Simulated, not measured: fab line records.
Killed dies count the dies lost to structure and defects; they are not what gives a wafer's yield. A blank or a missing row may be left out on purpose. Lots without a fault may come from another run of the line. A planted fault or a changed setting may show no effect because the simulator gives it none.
Comparing a struck lot with a sound one :: flow sky130 :: 43 out of 708 route steps
Sound: wafers L210.1, L210.5, L210.6. Struck: wafer L217.6. (L217.2, L217.5 of the same lot were not struck and are left out.) The cause comes at the end.
At each step with rows: each side's tool, then ch and its chambers, then its first start. Under that, the readings that differ: sound wafers :: struck wafers :: difference of the means :: sigmas: that difference in standard deviations of wafers without a fault.
alike: readings with means less than 2 such deviations apart, plus words and numbers identical on both sides. not compared: withheld readings, readings lacking a value on some wafer, bounds such as >300 that could conceal the same value, and numbers that have no deviation in the record and whose values overlap.
The two part at a step that has a row with sigmas, a row that says differs or no value, or rows on one side only. Numbers that have no deviation but don't overlap get no sigmas and don't part them. Lack of a reading on every wafer of one side parts them only where that side has two or more wafers.

first, 6 steps without rows for these wafers: SKY_VIA2_ETCH_15 (etches SiO2 in C4F8/O2/Ar, stops on TiN, target depth 546 nm, time 84 s); SKY_VIA2_STRIP_16 (strips in O2/N2); SKY_VIA2_STRIP_17 (strips in post etch residue remover, time 1200 s); SKY_VIA2_CLEAN_18 (cleans in IPA, time 180 s); SKY_VIA2_CLEAN_19 (cleans in O3/DIW); SKY_VIA2_SPUTTER_20 (material TiN, target thk 20 nm, time 80 s).
SKY_VIA2_CVD_21: deposits W, target thk 420 nm, time 126.4 s.
  sound on cvdW-02 ch 0,1, day 41 02:39; struck on cvdW-02 ch 1, day 41 09:30
  alike: heaterPowerW
SKY_VIA2_RS_MEAS_22: measurement is done with a four-point probe.
  sound on filmMetro-01, day 41 02:47; struck on filmMetro-02, day 41 09:39
  alike: VIA2_W_RS
SKY_VIA2_THK_MEAS_23: measures by xrf.
  sound on filmMetro-01, day 41 02:54; struck on filmMetro-02, day 41 09:46
  alike: VIA2_W_THK
SKY_VIA2_CMP_24: polishes, stops on SiO2, t overpolish 20 s, target thk 0 nm.
  sound on cmp-02 ch 0,1, day 41 03:01; struck on cmp-02 ch 3, day 41 09:55
  alike: edgeZonePressureFrac, motorCurrentA, overpolishRunS, timeToEndpointS
then, 1 step without rows for these wafers: SKY_METAL3_SPUTTER_00 (material Ti, target thk 15 nm, time 10 s).
SKY_METAL3_SPUTTER_01: material TiN, target thk 20 nm, time 16.7 s.
  sound on pvdSputter-04, day 41 03:17; struck on pvdSputter-04, day 41 10:08
  alike: throttleValvePct
SKY_METAL3_SPUTTER_02: material AlCu, target thk 735 nm, time 39.1 s.
  sound on pvdSputter-04, day 41 03:19; struck on pvdSputter-04, day 41 10:09
  alike: throttleValvePct
then, 2 steps without rows for these wafers: SKY_METAL3_SPUTTER_03 (material Ti, target thk 5 nm, time 3.3 s); SKY_METAL3_SPUTTER_04 (material TiN, target thk 70 nm, time 58.3 s).
SKY_CAPM_CVD_00: deposits SiO2, target thk 15.5 nm.
  sound on pecvd-02 ch 0,1, day 41 03:25; struck on pecvd-04 ch 2, day 41 10:16
  alike: heaterPowerW
SKY_CAPM_THK_MEAS_01:
  sound on filmMetro-04, day 41 03:26; struck on filmMetro-04, day 41 10:18
  alike: CAPM_CVD_00_THK
then, 1 step without rows for these wafers: SKY_CAPM_SPUTTER_02 (material TiN, target thk 200 nm, time 166.7 s).
SKY_CAPM_RS_MEAS_03: measurement is done with a four-point probe.
  sound on filmMetro-03, day 41 03:36; struck on filmMetro-01, day 41 10:29
  alike: CAPM_TIN_RS
SKY_CAPM_THK_MEAS_04: measures by xrf.
  sound on filmMetro-03, day 41 03:43; struck on filmMetro-01, day 41 10:35
  alike: CAPM_TIN_THK
then, 7 steps without rows for these wafers: SKY_CAPM_DEHYDRATE_05 (time 60 s); SKY_CAPM_HMDS_06 (prime time 60 s); SKY_CAPM_COAT_07 (resist thk 1140 nm); SKY_CAPM_SOFTBAKE_08 (time 60 s); SKY_CAPM_EXPOSE_09 (exposes mask CAPM, target cd 1000 nm); SKY_CAPM_PEB_10; SKY_CAPM_DEVELOP_11 (develop time 60 s).
SKY_CAPM_OVL_MEAS_12:
  sound on overlay-02, day 42 01:41; struck on overlay-01, day 42 08:52
  alike: CAPM_OVL
SKY_CAPM_METAL_ETCH_13: etches TiN in Cl2/BCl3, stops on SiO2, target depth 220 nm, time 62.9 s.
  sound on rieMetal-04 ch 0,1, day 42 01:44; struck on rieMetal-04 ch 0, day 42 08:53
  alike: bcl3FlowSccm, biasW, chamberPressureMTorr, drypumpMotorCurrentA, oesProductAu, throttleValvePct
  not compared: rfHoursCounterH
then, 12 steps without rows for these wafers: SKY_CAPM_STRIP_14 (strips in O2/N2); SKY_CAPM_STRIP_15 (strips in post etch residue remover, time 1200 s); SKY_CAPM_CLEAN_16 (cleans in IPA, time 180 s); SKY_CAPM_CLEAN_17 (cleans in O3/DIW); SKY_METAL3_DEHYDRATE_05 (time 60 s); SKY_METAL3_HMDS_06 (prime time 60 s); SKY_METAL3_COAT_07 (resist thk 60 nm); SKY_METAL3_COAT_08 (resist thk 1140 nm); SKY_METAL3_SOFTBAKE_09 (time 90 s); SKY_METAL3_EXPOSE_10 (exposes mask MM3, target cd 300 nm); SKY_METAL3_PEB_11; SKY_METAL3_DEVELOP_12 (develop time 60 s).
SKY_METAL3_CD_MEAS_13: target cd 300 nm.
  sound on cdSem-02, day 43 01:10; struck on cdSem-01, day 43 10:01
reading: cdNm (nm)
sound: 298.6 298.9 298.4
struck: 301.5
difference: +2.9
sigmas: +2
-- the record jumps here: 6 days lie between the struck wafers' starts before and after (it left off in module METAL3 and takes up again in module PAD_OPEN, whose first step shown is number 708 of the route) --
SKY_PAD_OPEN_PROBE_99:
  sound on prober-01, day 49 13:52; struck on prober-02, day 49 21:12
reading: defectLimitedYield (%)
sound: 80.5 82.5 84.6
struck: 73.2
difference: -9.3
sigmas: -5

reading: killed_at_M0_to_M3
sound: 45 41 26
struck: 87
difference: +50
sigmas: +7

reading: killedDies
sound: 96 86 76
struck: 132
difference: +46
sigmas: +5

reading: sort_bin_3_pad_short (%)
sound: 0.2 1.4 0.6
struck: 2.4
difference: +1.7
sigmas: +4

reading: sort_bin_5_function (%)
sound: 12.2 10.8 11.0
struck: 16.7
difference: +5.4
sigmas: +4

reading: sort_bin_6_memory (%)
sound: 7.1 5.3 3.9
struck: 7.7
difference: +2.3
sigmas: +2

reading: sortNPass
sound: 396 406 416
struck: 360
difference: -46
sigmas: -5

reading: sortYieldPct (%)
sound: 80.5 82.5 84.6
struck: 73.2
difference: -9.3
sigmas: -5

reading: model.etest.tester.sortNPass
sound: 396 406 416
struck: 360
difference: -46
sigmas: 

reading: model.etest.tester.sortYieldPct (%)
sound: 80.49 82.52 84.55
struck: 73.17
difference: -9.35
sigmas: 

reading: model.etest.tester.sort_bin_5_pct (%)
sound: 12.2 10.77 10.98
struck: 16.67
difference: +5.35
sigmas: 
  alike: killed_at_M4_up, killedAtContacts, killedAtFrontEnd, killedAtOther, killedOpen, killedShort

WHERE THEY PART
Last at SKY_PAD_OPEN_PROBE_99 as far as this record goes, first at SKY_METAL3_CD_MEAS_13.

WHY: what had been put in by the simulator
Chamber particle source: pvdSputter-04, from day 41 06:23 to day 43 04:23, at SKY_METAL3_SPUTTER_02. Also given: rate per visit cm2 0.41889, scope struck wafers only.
